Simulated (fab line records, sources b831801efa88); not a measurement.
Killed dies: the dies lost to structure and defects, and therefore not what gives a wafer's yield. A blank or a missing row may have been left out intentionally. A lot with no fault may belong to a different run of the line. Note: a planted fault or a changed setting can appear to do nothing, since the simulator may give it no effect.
fab line records -- flow sky130 -- part 1 of 2: steps 1 to 26 of 38
[record] lots = 5, wafers = 15, last-day = 48
route steps=708 shown VIA3@577 METAL4@598 CAP2M@603
lots with no fault: from the same line, run without faults
start-h: hours from the record's first day to the start of the lot's first wafer shown -- wait-h: hours elapsed since this lot's preceding step -- " identical to the entry in the row above -- L1.1+2: a single row standing in for several wafers -- - either no value or no given start -- * or withheld: withheld -- < > ~ a bound
route shown NAME@n: a module of which the file shows steps, and the number in the route of the first -- usual: mean and standard deviation over wafers with no fault -- same: alike in all rows -- chamber/n: place in a boat -- sites: each site's reading -- _std_site: their standard deviation -- _edge_site: outer sites' mean less inner sites' -- radius-mm: how far each site lies from the wafer's centre -- mask NAME#n: copy n -- behind: tool/chamber where the wafer was last shaped -- hold: reason for holding the lot/hours on hold/outcome of the hold -- device: which transistor (n, p or np) failed to switch -- end of line: the route-end tests of the same wafers -- a step given without rows: its recipe and nothing more -- killed: dies that structure and defects cost at the first sort, which is not the same as the wafer's yield -- map: dies across one wafer; x = killed, . = not, _ = none there
set.NAME: the run value of the setting; set.NAME@STEP: its run value at that earlier step -- model.NAME: the simulator's own value behind a step, which no gauge read
a table for each step, a row for each wafer; lots at some steps of the route
services: the hour from which a tool's chamber was out of use, counted from the record's first day as start-h (under 0 if before that day), plus the number of hours and why
[[steps]]
[step SKY_VIA3_DEHYDRATE_04]
[recipe] temp-c = 200, time-s = 60
[usual] plate-temp-C = 200.00/0.14
lot.wafer,tool,chamber,start-h,wait-h,plate-temp-C
L075.2,litho-track-01,0,933.82,11.3,200.03
L075.3,litho-track-01,0,933.82,11.3,200.07
L075.4,litho-track-01,0,933.82,11.3,200.08
L082.2,litho-track-04,0,977.61,11.1,199.95
L082.3,litho-track-04,0,977.61,11.1,199.94
L082.6,litho-track-04,0,977.61,11.1,200.04
L084.1,litho-track-02,0,991.22,11.4,199.81
L084.2,litho-track-02,0,991.22,11.4,199.92
L084.6,litho-track-02,0,991.22,11.4,199.81
L087.1,litho-track-01,0,1010.25,10.3,200.22
L087.4,litho-track-01,0,1010.25,10.3,199.93
L087.6,litho-track-01,0,1010.25,10.3,199.95
L089.2,litho-track-02,0,1022.90,11.1,199.65
L089.5,litho-track-02,0,1022.90,11.1,199.91
L089.6,litho-track-02,0,1022.90,11.1,200.03
[step SKY_VIA3_HMDS_05]
[recipe] prime-time-s = 60, prime-temp-c = 120
lot.wafer,tool,chamber,start-h,wait-h
L075.2+3+4,litho-track-01,0,933.97,0.1
L082.2+3+6,litho-track-04,0,977.76,0.1
L084.1+2+6,litho-track-02,0,991.37,0.1
L087.1+4+6,litho-track-01,0,1010.40,0.1
L089.2+5+6,litho-track-02,0,1023.05,0.1
[step SKY_VIA3_COAT_06]
[recipe] resist = BARC, temp-c = withheld, time-s = withheld, spin-rpm = 3000, resist-thk-nm = 60
[usual] spin-speed-rpm = 3000.1/2
lot.wafer,tool,chamber,start-h,wait-h,spin-speed-rpm
L075.2,litho-track-01,0,934.12,0.1,2997.0
L075.3,litho-track-01,0,934.12,0.1,3000.4
L075.4,litho-track-01,0,934.12,0.1,3003.2
L082.2,litho-track-04,0,977.91,0.1,3000.6
L082.3,litho-track-04,0,977.91,0.1,3003.8
L082.6,litho-track-04,0,977.91,0.1,3000.7
L084.1,litho-track-02,0,991.52,0.1,3000.9
L084.2,litho-track-02,0,991.52,0.1,2999.6
L084.6,litho-track-02,0,991.52,0.1,3000.7
L087.1,litho-track-01,0,1010.55,0.1,3000.3
L087.4,litho-track-01,0,1010.55,0.1,2999.6
L087.6,litho-track-01,0,1010.55,0.1,2998.8
L089.2,litho-track-02,0,1023.20,0.1,2997.7
L089.5,litho-track-02,0,1023.20,0.1,3003.5
L089.6,litho-track-02,0,1023.20,0.1,3001.1
[step SKY_VIA3_COAT_07]
[recipe] resist = KrF-thick, spin-rpm = 3000, resist-thk-nm = 450
[usual] spin-speed-rpm = 3000.3/2.1
lot.wafer,tool,chamber,start-h,wait-h,spin-speed-rpm
L075.2,litho-track-01,0,-,-,3002.8
L075.3,litho-track-01,0,-,-,3000.6
L075.4,litho-track-01,0,-,-,3000.9
L082.2,litho-track-04,0,-,-,2999.6
L082.3,litho-track-04,0,-,-,3001.6
L082.6,litho-track-04,0,-,-,3000.0
L084.1,litho-track-02,0,-,-,2996.3
L084.2,litho-track-02,0,-,-,2999.2
L084.6,litho-track-02,0,-,-,2997.9
L087.1,litho-track-01,0,-,-,2997.5
L087.4,litho-track-01,0,-,-,3000.5
L087.6,litho-track-01,0,-,-,2999.6
L089.2,litho-track-02,0,-,-,3000.3
L089.5,litho-track-02,0,-,-,2998.8
L089.6,litho-track-02,0,-,-,2998.2
[step SKY_VIA3_SOFTBAKE_08]
[recipe] temp-c = 100, time-s = 90, resist = KrF-thick
[usual] plate-temp-C = 99.97/0.12
lot.wafer,tool,chamber,start-h,wait-h,plate-temp-C
L075.2,litho-track-01,0,-,-,100.01
L075.3,litho-track-01,0,-,-,100.06
L075.4,litho-track-01,0,-,-,100.01
L082.2,litho-track-04,0,-,-,99.95
L082.3,litho-track-04,0,-,-,100.22
L082.6,litho-track-04,0,-,-,99.89
L084.1,litho-track-02,0,-,-,100.07
L084.2,litho-track-02,0,-,-,100.24
L084.6,litho-track-02,0,-,-,100.10
L087.1,litho-track-01,0,-,-,100.04
L087.4,litho-track-01,0,-,-,100.07
L087.6,litho-track-01,0,-,-,100.12
L089.2,litho-track-02,0,-,-,100.08
L089.5,litho-track-02,0,-,-,100.08
L089.6,litho-track-02,0,-,-,99.97
[step SKY_VIA3_EXPOSE_09]
[recipe] mask-id = VIM3, na = 0.8, source-shape = annular, sigma-inner = 0.55, sigma-outer = 0.85, target-cd-nm = 200, dose-mj = 38
lot.wafer,tool,chamber,start-h,wait-h,mask
L075.2+3+4,krf-scanner-02,0,-,-,VIM3#0
L082.2+3+6,krf-scanner-01,0,-,-,VIM3#0
L084.1+2+6,krf-scanner-01,0,-,-,VIM3#0
L087.1+4+6,krf-scanner-01,0,-,-,VIM3#0
L089.2+5+6,krf-scanner-01,0,-,-,VIM3#0
[step SKY_VIA3_PEB_10]
[recipe] peb-temp-c = withheld, peb-time-s = withheld, resist = KrF-thick
lot.wafer,tool,chamber,start-h,wait-h
L075.2+3+4,litho-track-01,0,-,-
L082.2+3+6,litho-track-04,0,-,-
L084.1+2+6,litho-track-01,0,-,-
L087.1+4+6,litho-track-04,0,-,-
L089.2+5+6,litho-track-04,0,-,-
[step SKY_VIA3_DEVELOP_11]
[recipe] develop-time-s = 60, resist = KrF-thick, dev-temp-c = 21
lot.wafer,tool,chamber,start-h,wait-h
L075.2+3+4,litho-track-01,0,-,-
L082.2+3+6,litho-track-04,0,-,-
L084.1+2+6,litho-track-01,0,-,-
L087.1+4+6,litho-track-04,0,-,-
L089.2+5+6,litho-track-04,0,-,-
[step SKY_VIA3_CD_MEAS_12]
[recipe] target-cd-nm = 200
[usual] cd-nm = 200.2/1.5
lot.wafer,tool,chamber,start-h,wait-h,cd-nm
L075.2,cd-sem-02,-,947.47,-,198.8
L075.3,cd-sem-02,-,947.47,-,199.1
L075.4,cd-sem-02,-,947.47,-,199.0
L082.2,cd-sem-01,-,990.40,-,198.8
L082.3,cd-sem-01,-,990.40,-,198.9
L082.6,cd-sem-01,-,990.40,-,199.3
L084.1,cd-sem-02,-,1003.75,-,202.8
L084.2,cd-sem-02,-,1003.75,-,201.9
L084.6,cd-sem-02,-,1003.75,-,201.6
L087.1,cd-sem-01,-,1022.98,-,200.6
L087.4,cd-sem-01,-,1022.98,-,201.8
L087.6,cd-sem-01,-,1022.98,-,202.5
L089.2,cd-sem-01,-,1033.85,-,200.1
L089.5,cd-sem-01,-,1033.85,-,200.6
L089.6,cd-sem-01,-,1033.85,-,199.0
[step SKY_VIA3_OVL_MEAS_13]
[usual] VIA3_OVL = 3/4.9
lot.wafer,tool,chamber,start-h,wait-h,VIA3_OVL[nm]
L075.2,overlay-02,-,947.57,0.1,6
L075.3,overlay-02,-,947.57,0.1,5
L075.4,overlay-02,-,947.57,0.1,7
L082.2,overlay-02,-,990.51,0.1,5
L082.3,overlay-02,-,990.51,0.1,4
L082.6,overlay-02,-,990.51,0.1,2
L084.1,overlay-02,-,1003.87,0.1,-2
L084.2,overlay-02,-,1003.87,0.1,6
L084.6,overlay-02,-,1003.87,0.1,0
L087.1,overlay-02,-,1023.10,0.1,12
L087.4,overlay-02,-,1023.10,0.1,-2
L087.6,overlay-02,-,1023.10,0.1,-5
L089.2,overlay-02,-,1033.96,0.1,7
L089.5,overlay-02,-,1033.96,0.1,9
L089.6,overlay-02,-,1033.96,0.1,-3
[step SKY_VIA3_ETCH_14]
[recipe] chemistry = N2/H2, target = BARC, ion-energy-ev = 200, source-w = 500, bias-w = 100, pressure-mtorr = 30, n2-flow-sccm = 100, h2-flow-sccm = 200, stop-on = SiO2, time-s = 45.9, target-depth-a = 600
[usual] drypump-motor-current-A = 5.8/0.46, oes-product-au = 0.855/0.0046, rf-fwd-power-W = 494.8/1.9, throttle-valve-pct = 13.224/0.0081
lot.wafer,tool,chamber,start-h,wait-h,drypump-motor-current-A,oes-product-au,rf-fwd-power-W,rf-hours-counter-h,throttle-valve-pct
L075.2,rie-diel-04,1,947.60,0.0,5.8,0.866,495.1,17,13.221
L075.3,rie-diel-04,2,947.60,0.0,5.6,0.864,496.5,7,13.212
L075.4,rie-diel-04,3,947.60,0.0,6.3,0.860,494.6,-,13.220
L082.2,rie-diel-01,0,990.54,0.0,6.2,0.854,498.4,3,13.235
L082.3,rie-diel-01,1,990.54,0.0,5.6,0.857,490.8,12,13.230
L082.6,rie-diel-01,2,990.54,0.0,5.0,0.846,497.1,-,13.222
L084.1,rie-diel-03,0,1003.90,0.0,6.4,0.851,495.6,6,13.224
L084.2,rie-diel-03,3,1003.90,0.0,5.9,0.856,491.3,15,13.221
L084.6,rie-diel-03,1,1003.90,0.0,6.5,0.849,494.6,-,13.222
L087.1,rie-diel-03,1,1023.14,0.0,6.5,0.849,496.1,10,13.203
L087.4,rie-diel-03,0,1023.14,0.0,6.4,0.856,493.5,6,13.231
L087.6,rie-diel-03,0,1023.14,0.0,6.4,0.852,495.5,-,13.215
L089.2,rie-diel-03,2,1033.99,0.0,5.8,0.852,493.5,11,13.219
L089.5,rie-diel-03,2,1033.99,0.0,5.7,0.858,494.6,-,13.231
L089.6,rie-diel-03,3,1033.99,0.0,5.9,0.853,494.2,-,13.212
[step SKY_VIA3_ETCH_15]
[recipe] target = SiO2, chemistry = C4F8/O2/Ar, target-depth-nm = 507, stop-on = TiN, mask-material = KrF-thick, source-w = 1500, bias-w = 1200, pressure-mtorr = 40, c4f8-flow-sccm = withheld, O2_flow_sccm = 6, Ar_flow_sccm = 300, time-s = 78
[usual] oes-product-au = 0.945/0.0045, rf-fwd-power-W = 1488/6
lot.wafer,tool,chamber,start-h,wait-h,oes-product-au,rf-fwd-power-W,rf-hours-counter-h
L075.2,rie-diel-04,1,947.64,0.0,0.944,1490,17
L075.3,rie-diel-04,2,947.64,0.0,0.944,1485,7
L075.4,rie-diel-04,3,947.64,0.0,0.944,1485,-
L082.2,rie-diel-01,0,990.58,0.0,0.939,1487,3
L082.3,rie-diel-01,1,990.58,0.0,0.933,1487,12
L082.6,rie-diel-01,2,990.58,0.0,0.938,1493,-
L084.1,rie-diel-03,0,1003.94,0.0,0.945,1491,6
L084.2,rie-diel-03,3,1003.94,0.0,0.939,1491,15
L084.6,rie-diel-03,1,1003.94,0.0,0.942,1484,-
L087.1,rie-diel-03,1,1023.18,0.0,0.944,1490,11
L087.4,rie-diel-03,0,1023.18,0.0,0.942,1488,6
L087.6,rie-diel-03,0,1023.18,0.0,0.950,1490,-
L089.2,rie-diel-03,2,1034.03,0.0,0.942,1485,11
L089.5,rie-diel-03,2,1034.03,0.0,0.945,1486,-
L089.6,rie-diel-03,3,1034.03,0.0,0.944,1489,-
[step SKY_VIA3_STRIP_16]
[recipe] chemistry = O2/N2, power-w = 1400, pressure-mtorr = 1500, platen-temp-c = withheld, o2-flow-sccm = 3000, n2-flow-sccm = 300, overash-fraction = 0.5
[usual] drypump-motor-current-A = 5.6/0.46, oes-product-au = 0.403/0.0046, strip-time-to-endpoint-s = 4.16/0.032
lot.wafer,tool,chamber,start-h,wait-h,drypump-motor-current-A,oes-product-au,rf-hours-counter-h,strip-time-to-endpoint-s
L075.2,plasma-asher-03,1,947.70,0.0,5.1,0.402,110,4.10
L075.3,plasma-asher-03,0,947.70,0.0,6.1,0.403,-,4.07
L075.4,plasma-asher-03,1,947.70,0.0,5.1,0.396,-,4.09
L082.2,plasma-asher-03,1,990.64,0.0,5.1,0.405,113,4.21
L082.3,plasma-asher-03,1,990.64,0.0,5.1,0.405,-,4.13
L082.6,plasma-asher-03,0,990.64,0.0,6.1,0.404,-,4.13
L084.1,plasma-asher-02,1,1004.00,0.0,5.6,0.403,53,4.19
L084.2,plasma-asher-02,0,1004.00,0.0,4.9,0.407,53,4.17
L084.6,plasma-asher-02,1,1004.00,0.0,5.6,0.398,-,4.15
L087.1,plasma-asher-02,0,1023.24,0.0,4.9,0.403,55,4.14
L087.4,plasma-asher-02,1,1023.24,0.0,5.5,0.405,-,4.18
L087.6,plasma-asher-02,0,1023.24,0.0,4.9,0.400,-,4.16
L089.2,plasma-asher-02,1,1034.09,0.0,5.5,0.400,56,4.16
L089.5,plasma-asher-02,1,1034.09,0.0,5.5,0.404,-,4.17
L089.6,plasma-asher-02,0,1034.09,0.0,4.9,0.400,-,4.17
[step SKY_VIA3_STRIP_17]
[recipe] chemistry = post-etch-residue-remover, time-s = 1200, temp-c = 72.5
[usual] temp-c = 72.48/0.13
lot.wafer,tool,chamber,start-h,wait-h,temp-c
L075.2,wet-bench-03,1,947.80,0.1,72.58
L075.3,wet-bench-03,1,947.80,0.1,72.38
L075.4,wet-bench-03,1,947.80,0.1,72.50
L082.2,wet-bench-01,0,990.74,0.1,72.62
L082.3,wet-bench-01,0,990.74,0.1,72.46
L082.6,wet-bench-01,0,990.74,0.1,72.48
L084.1,wet-bench-01,3,1004.10,0.1,72.42
L084.2,wet-bench-01,3,1004.10,0.1,72.38
L084.6,wet-bench-01,3,1004.10,0.1,72.55
L087.1,wet-bench-03,0,1023.34,0.1,72.42
L087.4,wet-bench-03,0,1023.34,0.1,72.51
L087.6,wet-bench-03,0,1023.34,0.1,72.37
L089.2,wet-bench-01,3,1034.19,0.1,72.34
L089.5,wet-bench-01,3,1034.19,0.1,72.22
L089.6,wet-bench-01,3,1034.19,0.1,72.46
[step SKY_VIA3_CLEAN_18]
[recipe] chemistry = IPA, time-s = 180, temp-c = 25
[usual] temp-c = 24.98/0.1
lot.wafer,tool,chamber,start-h,wait-h,temp-c
L075.2,wet-bench-04,3,948.18,0.0,25.05
L075.3,wet-bench-04,3,948.18,0.0,25.07
L075.4,wet-bench-04,3,948.18,0.0,25.09
L082.2,wet-bench-01,3,991.11,0.0,24.93
L082.3,wet-bench-01,3,991.11,0.0,24.96
L082.6,wet-bench-01,3,991.11,0.0,24.75
L084.1,wet-bench-04,2,1004.45,0.0,24.88
L084.2,wet-bench-04,2,1004.45,0.0,25.00
L084.6,wet-bench-04,2,1004.45,0.0,24.93
L087.1,wet-bench-03,2,1023.68,0.0,24.99
L087.4,wet-bench-03,2,1023.68,0.0,25.11
L087.6,wet-bench-03,2,1023.68,0.0,25.03
L089.2,wet-bench-01,3,1034.53,0.0,25.13
L089.5,wet-bench-01,3,1034.53,0.0,25.01
L089.6,wet-bench-01,3,1034.53,0.0,25.06
[step SKY_VIA3_CLEAN_19]
[recipe] chemistry = O3/DIW, dry = n2-spin
lot.wafer,tool,chamber,start-h,wait-h
L075.2+3+4,wet-bench-03,0,948.24,0.0
L082.2+3+6,wet-bench-04,1,991.17,0.0
L084.1+2+6,wet-bench-04,2,1004.50,0.0
L087.1+4+6,wet-bench-03,1,1023.74,0.0
L089.2+5+6,wet-bench-04,2,1034.60,0.0
[step SKY_VIA3_SPUTTER_20]
[recipe] material = TiN, target-thk-nm = 20, chamber-pressure-pa = 5, power-w = 4000, time-s = 80
[usual] throttle-valve-pct = 30.2/0.78
lot.wafer,tool,chamber,start-h,wait-h,throttle-valve-pct
L075.2,pvd-sputter-04,-,948.34,0.0,31.2
L075.3,pvd-sputter-04,-,948.34,0.0,30.0
L075.4,pvd-sputter-04,-,948.34,0.0,29.6
L082.2,pvd-sputter-04,-,991.27,0.0,28.2
L082.3,pvd-sputter-04,-,991.27,0.0,30.1
L082.6,pvd-sputter-04,-,991.27,0.0,28.2
L084.1,pvd-sputter-04,-,1004.60,0.0,29.6
L084.2,pvd-sputter-04,-,1004.60,0.0,30.1
L084.6,pvd-sputter-04,-,1004.60,0.0,29.4
L087.1,pvd-sputter-02,-,1023.83,0.0,30.0
L087.4,pvd-sputter-02,-,1023.83,0.0,31.0
L087.6,pvd-sputter-02,-,1023.83,0.0,30.1
L089.2,pvd-sputter-02,-,1034.69,0.0,30.1
L089.5,pvd-sputter-02,-,1034.69,0.0,30.1
L089.6,pvd-sputter-02,-,1034.69,0.0,31.1
[step SKY_VIA3_CVD_21]
[recipe] material = W, target-thk-nm = 390, time-s = 117.31, temp-c = 400, pressure-torr = 40
[usual] heater-power-w = 830/140
lot.wafer,tool,chamber,start-h,wait-h,heater-power-w
L075.2,cvd-w-01,1,948.40,0.0,898
L075.3,cvd-w-01,0,948.40,0.0,687
L075.4,cvd-w-01,1,948.40,0.0,921
L082.2,cvd-w-01,0,991.33,0.0,686
L082.3,cvd-w-01,0,991.33,0.0,688
L082.6,cvd-w-01,1,991.33,0.0,923
L084.1,cvd-w-01,1,1004.66,0.0,919
L084.2,cvd-w-01,0,1004.66,0.0,682
L084.6,cvd-w-01,0,1004.66,0.0,697
L087.1,cvd-w-01,1,1023.89,0.0,907
L087.4,cvd-w-01,1,1023.89,0.0,928
L087.6,cvd-w-01,1,1023.89,0.0,921
L089.2,cvd-w-01,1,1034.75,0.0,920
L089.5,cvd-w-01,0,1034.75,0.0,701
L089.6,cvd-w-01,1,1034.75,0.0,900
[step SKY_VIA3_RS_MEAS_22]
[recipe] thk-meas-gauge = four-point-probe, reads = W_of_VIA3_CVD_21+TiN_of_VIA3_SPUTTER_20
[usual] VIA3_W_RS = 0.2964/0.0027
lot.wafer,tool,chamber,start-h,wait-h,VIA3_W_RS[ohm/sq]
L075.2,film-metro-03,-,948.54,0.1,0.2957
L075.3,film-metro-03,-,948.54,0.1,0.2969
L075.4,film-metro-03,-,948.54,0.1,0.3003
L082.2,film-metro-02,-,991.47,0.1,0.2963
L082.3,film-metro-02,-,991.47,0.1,0.2966
L082.6,film-metro-02,-,991.47,0.1,0.2946
L084.1,film-metro-03,-,1004.78,0.1,0.2947
L084.2,film-metro-03,-,1004.78,0.1,0.2982
L084.6,film-metro-03,-,1004.78,0.1,0.2965
L087.1,film-metro-02,-,1024.01,0.1,0.2988
L087.4,film-metro-02,-,1024.01,0.1,0.3030
L087.6,film-metro-02,-,1024.01,0.1,0.3020
L089.2,film-metro-03,-,1034.90,0.1,0.3019
L089.5,film-metro-03,-,1034.90,0.1,0.2979
L089.6,film-metro-03,-,1034.90,0.1,0.2968
[step SKY_VIA3_THK_MEAS_23]
[recipe] thk-meas-gauge = xrf, reads = W_of_VIA3_CVD_21
[usual] VIA3_W_THK = 402/7.1
lot.wafer,tool,chamber,start-h,wait-h,VIA3_W_THK[nm]
L075.2,film-metro-03,-,948.65,0.1,398
L075.3,film-metro-03,-,948.65,0.1,395
L075.4,film-metro-03,-,948.65,0.1,392
L082.2,film-metro-02,-,991.58,0.1,409
L082.3,film-metro-02,-,991.58,0.1,411
L082.6,film-metro-02,-,991.58,0.1,411
L084.1,film-metro-03,-,1004.90,0.1,399
L084.2,film-metro-03,-,1004.90,0.1,392
L084.6,film-metro-03,-,1004.90,0.1,394
L087.1,film-metro-02,-,1024.13,0.1,409
L087.4,film-metro-02,-,1024.13,0.1,402
L087.6,film-metro-02,-,1024.13,0.1,408
L089.2,film-metro-03,-,1035.01,0.1,390
L089.5,film-metro-03,-,1035.01,0.1,395
L089.6,film-metro-03,-,1035.01,0.1,397
[step SKY_VIA3_CMP_24]
[recipe] stop-on = SiO2, t-overpolish-s = 20, down-force-psi = 3.5, platen-rpm = 60, target-thk-nm = 0, pad-velocity-m-s = 0.94248
[usual] motor-current-A = 11.3/0.95, overpolish-run-s = 20.000/0.0085, time-to-endpoint-s = 92/3.2
lot.wafer,tool,chamber,start-h,wait-h,motor-current-A,overpolish-run-s,time-to-endpoint-s
L075.3,cmp-02,1,948.70,0.0,11.4,19.982,87
L075.4,cmp-02,2,948.70,0.0,10.0,19.996,95
L075.2,cmp-02,0,948.70,0.0,11.9,19.993,95
L082.2,cmp-02,2,991.63,0.0,10.3,20.000,97
L082.3,cmp-02,1,991.63,0.0,11.4,20.009,92
L082.6,cmp-02,2,991.63,0.0,10.1,19.999,95
L084.1,cmp-01,1,1005.01,0.1,12.5,20.005,89
L084.2,cmp-01,2,1005.01,0.1,10.3,19.997,90
L084.6,cmp-01,1,1005.01,0.1,12.6,20.007,90
L087.4,cmp-01,1,1024.19,0.0,12.1,19.994,89
L087.1,cmp-01,2,1024.19,0.0,10.4,20.003,90
L087.6,cmp-01,2,1024.19,0.0,11.2,20.003,89
L089.2,cmp-02,0,1035.43,0.4,11.3,19.994,96
L089.6,cmp-02,2,1035.43,0.4,10.4,20.007,103
L089.5,cmp-02,3,1035.43,0.4,11.0,20.017,92
[step SKY_METAL4_SPUTTER_00]
[recipe] material = Ti, target-thk-nm = 15, power-w = 2956, time-s = 10, chamber-pressure-pa = 0.4
[usual] throttle-valve-pct = 30.8/1.2
lot.wafer,tool,chamber,start-h,wait-h,throttle-valve-pct
L075.2,pvd-sputter-02,-,949.00,0.1,30.3
L075.3,pvd-sputter-02,-,949.00,0.1,30.6
L075.4,pvd-sputter-02,-,949.00,0.1,31.1
L082.2,pvd-sputter-03,-,991.93,0.2,30.1
L082.3,pvd-sputter-03,-,991.93,0.2,29.5
L082.6,pvd-sputter-03,-,991.93,0.2,29.7
L084.1,pvd-sputter-02,-,1005.26,0.2,30.1
L084.2,pvd-sputter-02,-,1005.26,0.2,31.1
L084.6,pvd-sputter-02,-,1005.26,0.2,30.4
L087.1,pvd-sputter-02,-,1024.49,0.2,30.2
L087.4,pvd-sputter-02,-,1024.49,0.2,30.8
L087.6,pvd-sputter-02,-,1024.49,0.2,30.2
L089.2,pvd-sputter-03,-,1035.63,0.1,30.5
L089.5,pvd-sputter-03,-,1035.63,0.1,30.3
L089.6,pvd-sputter-03,-,1035.63,0.1,30.1
[step SKY_METAL4_SPUTTER_01]
[recipe] material = TiN, target-thk-nm = 20, power-w = 6500, time-s = 16.7, chamber-pressure-pa = 0.4
[usual] throttle-valve-pct = 30.8/1.2
lot.wafer,tool,chamber,start-h,wait-h,throttle-valve-pct
L075.2,pvd-sputter-02,-,949.02,0.0,30.1
L075.3,pvd-sputter-02,-,949.02,0.0,30.4
L075.4,pvd-sputter-02,-,949.02,0.0,31.1
L082.2,pvd-sputter-03,-,991.95,0.0,30.5
L082.3,pvd-sputter-03,-,991.95,0.0,29.9
L082.6,pvd-sputter-03,-,991.95,0.0,29.8
L084.1,pvd-sputter-02,-,1005.28,0.0,30.1
L084.2,pvd-sputter-02,-,1005.28,0.0,30.9
L084.6,pvd-sputter-02,-,1005.28,0.0,30.1
L087.1,pvd-sputter-02,-,1024.52,0.0,30.5
L087.4,pvd-sputter-02,-,1024.52,0.0,30.4
L087.6,pvd-sputter-02,-,1024.52,0.0,30.1
L089.2,pvd-sputter-03,-,1035.65,0.0,30.6
L089.5,pvd-sputter-03,-,1035.65,0.0,30.3
L089.6,pvd-sputter-03,-,1035.65,0.0,30.0
[step SKY_METAL4_SPUTTER_02]
[recipe] material = AlCu, target-thk-nm = 735, power-w = 10600, time-s = 39.1, chamber-pressure-pa = 0.4
[usual] throttle-valve-pct = 30.8/1.2
lot.wafer,tool,chamber,start-h,wait-h,throttle-valve-pct
L075.2,pvd-sputter-02,-,949.05,0.0,30.0
L075.3,pvd-sputter-02,-,949.05,0.0,30.5
L075.4,pvd-sputter-02,-,949.05,0.0,31.1
L082.2,pvd-sputter-03,-,991.98,0.0,30.4
L082.3,pvd-sputter-03,-,991.98,0.0,29.8
L082.6,pvd-sputter-03,-,991.98,0.0,29.9
L084.1,pvd-sputter-02,-,1005.31,0.0,30.4
L084.2,pvd-sputter-02,-,1005.31,0.0,31.2
L084.6,pvd-sputter-02,-,1005.31,0.0,30.1
L087.1,pvd-sputter-02,-,1024.54,0.0,30.2
L087.4,pvd-sputter-02,-,1024.54,0.0,30.0
L087.6,pvd-sputter-02,-,1024.54,0.0,30.0
L089.2,pvd-sputter-03,-,1035.68,0.0,30.5
L089.5,pvd-sputter-03,-,1035.68,0.0,30.5
L089.6,pvd-sputter-03,-,1035.68,0.0,29.8
[step SKY_METAL4_SPUTTER_03]
[recipe] material = Ti, target-thk-nm = 5, power-w = 3000, time-s = 3.3, chamber-pressure-pa = 0.4
[usual] throttle-valve-pct = 30.8/1.2
lot.wafer,tool,chamber,start-h,wait-h,throttle-valve-pct
L075.2,pvd-sputter-02,-,949.09,0.0,30.4
L075.3,pvd-sputter-02,-,949.09,0.0,30.5
L075.4,pvd-sputter-02,-,949.09,0.0,30.8
L082.2,pvd-sputter-03,-,992.02,0.0,30.3
L082.3,pvd-sputter-03,-,992.02,0.0,30.0
L082.6,pvd-sputter-03,-,992.02,0.0,29.8
L084.1,pvd-sputter-02,-,1005.35,0.0,30.3
L084.2,pvd-sputter-02,-,1005.35,0.0,31.0
L084.6,pvd-sputter-02,-,1005.35,0.0,30.2
L087.1,pvd-sputter-02,-,1024.58,0.0,30.4
L087.4,pvd-sputter-02,-,1024.58,0.0,30.3
L087.6,pvd-sputter-02,-,1024.58,0.0,30.1
L089.2,pvd-sputter-03,-,1035.71,0.0,30.4
L089.5,pvd-sputter-03,-,1035.71,0.0,30.4
L089.6,pvd-sputter-03,-,1035.71,0.0,29.6
[step SKY_METAL4_SPUTTER_04]
[recipe] material = TiN, target-thk-nm = 70, power-w = 6500, time-s = 58.3, chamber-pressure-pa = 0.4
[usual] throttle-valve-pct = 30.8/1.2
lot.wafer,tool,chamber,start-h,wait-h,throttle-valve-pct
L075.2,pvd-sputter-02,-,949.10,0.0,30.1
L075.3,pvd-sputter-02,-,949.10,0.0,30.4
L075.4,pvd-sputter-02,-,949.10,0.0,31.1
L082.2,pvd-sputter-03,-,992.04,0.0,30.4
L082.3,pvd-sputter-03,-,992.04,0.0,29.8
L082.6,pvd-sputter-03,-,992.04,0.0,30.1
L084.1,pvd-sputter-02,-,1005.36,0.0,30.4
L084.2,pvd-sputter-02,-,1005.36,0.0,30.8
L084.6,pvd-sputter-02,-,1005.36,0.0,29.9
L087.1,pvd-sputter-02,-,1024.60,0.0,30.5
L087.4,pvd-sputter-02,-,1024.60,0.0,30.5
L087.6,pvd-sputter-02,-,1024.60,0.0,30.2
L089.2,pvd-sputter-03,-,1035.73,0.0,30.4
L089.5,pvd-sputter-03,-,1035.73,0.0,30.2
L089.6,pvd-sputter-03,-,1035.73,0.0,29.9
